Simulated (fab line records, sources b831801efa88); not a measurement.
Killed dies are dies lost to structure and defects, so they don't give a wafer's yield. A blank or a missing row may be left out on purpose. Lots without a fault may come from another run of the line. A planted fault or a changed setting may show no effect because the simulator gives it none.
Which tool did it? | flow sky130 | 12 lots, 36 wafers sampled, at 1 step of a route of 708

WHAT THE GAUGES READ, wafer by wafer
SKY_METAL4_CD_MEAS_13: target cd 300 nm.
lot  | measured     | on        | cd_nm (nm)
L075 | day 42 03:47 | cd_sem-01 | 299.4 299.9 299.1
L077 | day 42 23:49 | cd_sem-01 | 303.0 301.6 303.0
L079 | day 43 12:11 | cd_sem-02 | 300.3 301.2 300.0
L081 | day 44 06:09 | cd_sem-02 | 295.4 296.8 297.2
L083 | day 44 13:10 | cd_sem-01 | 301.8 300.6 303.0
L085 | day 45 00:00 | cd_sem-01 | 299.0 299.3 299.4
L087 | day 45 13:44 | cd_sem-02 | 299.2 301.0 298.9
L089 | day 46 05:53 | cd_sem-01 | 301.1 302.3 301.0
L091 | day 46 14:03 | cd_sem-02 | 298.9 298.7 300.3
L093 | day 47 00:56 | cd_sem-02 | 299.0 298.9 298.9
L095 | day 47 15:02 | cd_sem-02 | 299.7 300.5 300.0
L097 | day 48 05:56 | cd_sem-02 | 298.9 299.7 300.5

WHICH TOOL RAN EACH LOT (tool, then ch and the chambers of the sampled wafers, then the start)
The record holds no process step before these readings.

THE ANSWER, worked out from the rows above alone
Rule: what is usual is taken from the lots themselves. Put in order of their means at a reading, lots are off if they are a third of the lots or fewer, leave a main group of 4 or more, and stand apart from it by a gap of 3 or more times the standard deviation of the main group's means; of several such gaps the widest counts. A main group whose means are all the same, to the digits that the tables above print for the reading, isn't used. A lot without any number at a reading at which 4 lots or more have one is off too. The other lots that the step has rows for count as sound.
No lot is off at any reading shown: from this, nothing can be told.

WHAT THE SIMULATOR HAD PUT IN
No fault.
